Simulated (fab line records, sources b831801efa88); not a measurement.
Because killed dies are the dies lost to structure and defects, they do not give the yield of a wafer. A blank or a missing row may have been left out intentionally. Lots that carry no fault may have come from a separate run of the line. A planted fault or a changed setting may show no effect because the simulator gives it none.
Code-filled problem report in 8D (eight disciplines) form :: flow gf180mcu :: the parts of the form that need people (team, actions taken, sign-off) are left out

1. THE ISSUE
Wafers free of any fault read 10.84 nm (standard deviation 0.19) for DUAL_GATE_OXIDATION_00_THK at GF_DUAL_GATE_THK_MEAS_03, against a mean of 19.08 nm on 6 wafers of 2 lots. That puts it +43 standard deviations away from the usual mean.
Earliest sighting: wafer L180.1 on film-metro-04 at day 11 03:05. The record has a number at this step for 39 wafers belonging to 13 lots. By rule, "out" or "out of limits" means more than 4 standard deviations away from the usual mean. The rest of the wafers with a number are treated as sound.

2. WHAT THIS IS AND IS NOT
question: which readings at this step
is: DUAL_GATE_OXIDATION_00_THK
is not: -

question: which lots
is: L180, L185
is not: L171, L172, L173, L174, L175, L176, L177, L181, L182, L186, L190

question: which wafers of those lots
is: all that have a number
is not: -

question: read on which gauges
is: film-metro-03, film-metro-04
is not: film-metro-02

question: when
is: from day 11 03:05
is not: up to then (21 sound wafers); but 12 sound wafers of L181, L182, L186, L190 came after

3. THE SUSPECTS, EACH WITH WHAT RULES IT OUT
Counting: any tool at a process step up to the reading is kept as a suspect provided that every lot that is out went through it and no sound lot did after the first of them.
- the gauge at GF_DUAL_GATE_THK_MEAS_03 is ruled out. 2 gauges (film-metro-03, film-metro-04) read the wafers that are out.
- furnace-02 at GF_DUAL_GATE_OXIDATION_02 (stabilise 600 s, purge 300 s, target thk 10.887 nm): kept. It processed each lot that is out, first L180 at day 11 01:38, and no sound lot thereafter; up to then, the last sound lot it processed was L177 at day 10 08:34. Its own spike-tc-bottom-C, spike-tc-centre-C, spike-tc-lower-C, spike-tc-top-C, spike-tc-upper-C, tube-center-temp-C, tube_center_temp_C_max, zone-power-lower-pct, zone-power-upper-pct readings are out on those wafers.
The count leaves furnace-02 at GF_DUAL_GATE_OXIDATION_02.

4. THE CAUSE (what the simulator had put in)
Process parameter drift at GF_DUAL_GATE_OXIDATION_02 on furnace-02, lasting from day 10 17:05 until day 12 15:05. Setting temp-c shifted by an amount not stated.
Only this tool survived the counting.

5. THE EFFECT CHAIN, in route order
One row per reading whose mean, taken over the struck wafers that have a number, lies over 3 standard deviations from the usual. Only readings for which the record gives a usual standard deviation are gone through. hours: the time from each lot's start at the first step in this table that gives one to its start at this step, as a median over the lots. sigmas: the change in usual standard deviations.
hours: 0
step: GF_DUAL_GATE_OXIDATION_02
reading: spike-tc-bottom-C
usual: 916.1 C
on struck wafers: 970.5
change: +54.4
sigmas: +30

hours: 0
step: GF_DUAL_GATE_OXIDATION_02
reading: spike-tc-centre-C
usual: 900.2 C
on struck wafers: 952.4
change: +52.2
sigmas: +52

hours: 0
step: GF_DUAL_GATE_OXIDATION_02
reading: spike-tc-lower-C
usual: 900.6 C
on struck wafers: 953.4
change: +52.8
sigmas: +48

hours: 0
step: GF_DUAL_GATE_OXIDATION_02
reading: spike-tc-top-C
usual: 908.5 C
on struck wafers: 961.3
change: +52.8
sigmas: +38

hours: 0
step: GF_DUAL_GATE_OXIDATION_02
reading: spike-tc-upper-C
usual: 900.6 C
on struck wafers: 953.7
change: +53.1
sigmas: +41

hours: 0
step: GF_DUAL_GATE_OXIDATION_02
reading: tube-center-temp-C
usual: 899.99 C
on struck wafers: 952.22
change: +52.23
sigmas: +99 or more

hours: 0
step: GF_DUAL_GATE_OXIDATION_02
reading: tube_center_temp_C_max
usual: 902.3
on struck wafers: 954.4
change: +52.1
sigmas: +99 or more

hours: 0
step: GF_DUAL_GATE_OXIDATION_02
reading: zone-power-lower-pct
usual: 18.4 %
on struck wafers: 21.3
change: +2.9
sigmas: +9.8

hours: 0
step: GF_DUAL_GATE_OXIDATION_02
reading: zone-power-upper-pct
usual: 17.6 %
on struck wafers: 20.7
change: +3.1
sigmas: +5.8

hours: 1
step: GF_DUAL_GATE_THK_MEAS_03
reading: DUAL_GATE_OXIDATION_00_THK
usual: 10.84 nm
on struck wafers: 19.08
change: +8.24
sigmas: +43
The process steps in it:
- GF_DUAL_GATE_OXIDATION_02: stabilise 600 s, purge 300 s, target thk 10.887 nm.

6. WHAT WOULD HAVE CAUGHT IT SOONER
Counted from the fault's start at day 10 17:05, it took 10 hours until the first out-of-limits reading at a measuring or inspecting step in this record, taken at day 11 03:05.
At GF_DUAL_GATE_OXIDATION_02, the tool's own readings (spike-tc-bottom-C, spike-tc-centre-C, spike-tc-lower-C, spike-tc-top-C, spike-tc-upper-C, tube-center-temp-C, tube_center_temp_C_max, zone-power-lower-pct, zone-power-upper-pct) were out on each struck wafer the step has a row for, so an alarm limit on them would have fired on the first such wafer.
Among the 2 lots that are out, L185 began GF_DUAL_GATE_OXIDATION_02 on furnace-02 after day 11 03:05. Holding the tool at that time would have saved it.
